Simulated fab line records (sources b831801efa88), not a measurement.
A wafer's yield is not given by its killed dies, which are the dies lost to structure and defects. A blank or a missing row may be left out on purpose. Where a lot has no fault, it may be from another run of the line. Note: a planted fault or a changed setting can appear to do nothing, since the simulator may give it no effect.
Code-filled problem report in 8D (eight disciplines) form ; flow gf180mcu ; the parts of the form that need people (team, actions taken, sign-off) are left out

## 1. WHAT IS WRONG
spike_tc_upper_C at GF_HV_LDD_CVD_54 reads a mean of 701.2 C on 6 wafers of 2 lots; wafers without a fault read 680.3 C with a standard deviation of 1.2. That is +17 standard deviations from the usual mean.
The step: deposits SiO2 from TEOS, target thk 10 nm, time 75 s.
First seen on wafer L753.1, day 16 19:56, on lpcvd-02. Wafers with a number at this step in the record: 42, from 14 lots. Rule for "out" (also "out of limits"): further than 4 standard deviations from the usual mean. The other wafers with a number count as sound.

## 2. WHAT IT IS AND WHAT IT IS NOT
question;is;is not
which readings at this step;spike_tc_upper_C, zone_power_upper_pct;pressure_mtorr
which lots;L753, L755;L741, L742, L743, L744, L745, L747, L749, L750, L751, L752, L762, L763
which wafers of those lots;all that have a number;-
read on which tools;lpcvd-02;lpcvd-01
when;from day 16 19:56;"up to then (30 sound wafers); but 6 sound wafers of L762, L763 came after"

## 3. WHAT RULES OUT EACH SUSPECT
Counting: a tool at a process step up to the reading stays a suspect if it ran every lot that is out and no sound lot after the first of them.
- lpcvd-02 at GF_HV_LDD_CVD_54 (deposits SiO2 from TEOS, target thk 10 nm, time 75 s): ruled out as a lasting fault. The sound lots L762, L763 went through it after L753, its earliest lot that is out (day 16 19:56).
Left after counting: nothing in the record.

## 4. THE CAUSE (what the simulator had put in)
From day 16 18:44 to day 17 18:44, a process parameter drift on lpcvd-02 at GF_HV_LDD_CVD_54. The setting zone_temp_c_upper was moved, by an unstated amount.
Counting ruled it out, wrongly.

## 5. THE CHAIN OF EFFECTS, in route order
Rows list readings where the struck wafers' mean (over those with a number) sits beyond 3 standard deviations from the usual. Readings are gone through only where the record gives a usual standard deviation; hours: the median, over the lots, of the time from a lot's start at the first step in this table giving one to that lot's start at this step; sigmas: the change measured in usual standard deviations.
hours;step;reading;usual;on struck wafers;change;sigmas
0;GF_HV_LDD_CVD_54;spike_tc_upper_C;680.3 C;701.2;+20.9;+17
0;GF_HV_LDD_CVD_54;zone_power_upper_pct;10.6 %;15.8;+5.2;+6.0
Its process steps:
- GF_HV_LDD_CVD_54: deposits SiO2 from TEOS, target thk 10 nm, time 75 s.

## 6. HOW IT WOULD HAVE BEEN CAUGHT EARLIER
In this record the first reading out of limits was taken at day 16 19:56, 1 hour after the fault began at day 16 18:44.
